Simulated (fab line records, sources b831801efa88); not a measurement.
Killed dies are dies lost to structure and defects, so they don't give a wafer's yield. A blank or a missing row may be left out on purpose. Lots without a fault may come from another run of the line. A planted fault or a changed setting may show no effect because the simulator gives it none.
Chamber matching | flow sky130 | SKY_PAD_OPEN_ETCH_07 on rie_diel-02: 4 sister chambers
The step etches the open film in CF4/O2, stops on AlCu, target depth 725 nm, time 161.1 s. 8 wafers are shown with their chamber, then 9 later ones without.

WAFERS WITH THEIR CHAMBER
wafer  | chamber | oes_product_au (a.u.) | rf_fwd_power_W (W)
L079.4 | 0       | 0.987                 | 795.9
L079.5 | 0       | 0.982                 | 796.7
L083.5 | 2       | 0.978                 | 794.1
L082.2 | 2       | 0.964                 | 791.0
L082.5 | 3       | 0.962                 | 799.6
L086.2 | 3       | 0.966                 | 798.7
L086.3 | 1       | 0.975                 | 795.1
L086.5 | 1       | 0.969                 | 798.4

WAFERS WITHOUT THEIR CHAMBER
wafer  | oes_product_au (a.u.) | rf_fwd_power_W (W)
L088.1 | 0.977                 | 795.9
L088.2 | 0.974                 | 795.9
L088.6 | 0.960                 | 800.7
L091.3 | 0.980                 | 796.1
L091.4 | 0.984                 | 798.6
L091.6 | 0.987                 | 793.3
L094.2 | 0.977                 | 797.5
L094.3 | 0.983                 | 794.7
L094.4 | 0.985                 | 798.8

WHICH CHAMBER EACH WENT THROUGH
wafer  | from the rows above               | in truth
L088.1 | can't be placed: 1 or 0 or 2 or 3 | 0
L088.2 | can't be placed: 1 or 0 or 2 or 3 | 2
L088.6 | can't be placed: 3 or 1           | 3
L091.3 | can't be placed: 0 or 1 or 2      | 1
L091.4 | can't be placed: 0 or 1           | 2
L091.6 | can't be placed: 0 or 2 or 1      | 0
L094.2 | can't be placed: 1 or 0 or 3      | 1
L094.3 | can't be placed: 0 or 1 or 2      | 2
L094.4 | can't be placed: 0 or 1           | 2
Placed correctly: 0 of 9. Can't be placed from these rows: 9 (the true chamber is among the candidates in 7). Placed wrongly: 0.
How it was worked out, from the rows above alone: a wafer's distance from a chamber is the root of the sum, over the readings, of the square of ((its reading less the chamber's mean) divided by the reading's scatter). The wafer belongs to the nearest chamber; if the next one is less than 2 further off, it can't be placed. A chamber's mean is the mean of its shown wafers. The scatter: the root of (the sum of the squares of (reading less its chamber's mean) over the shown wafers, divided by (wafers less chambers)).
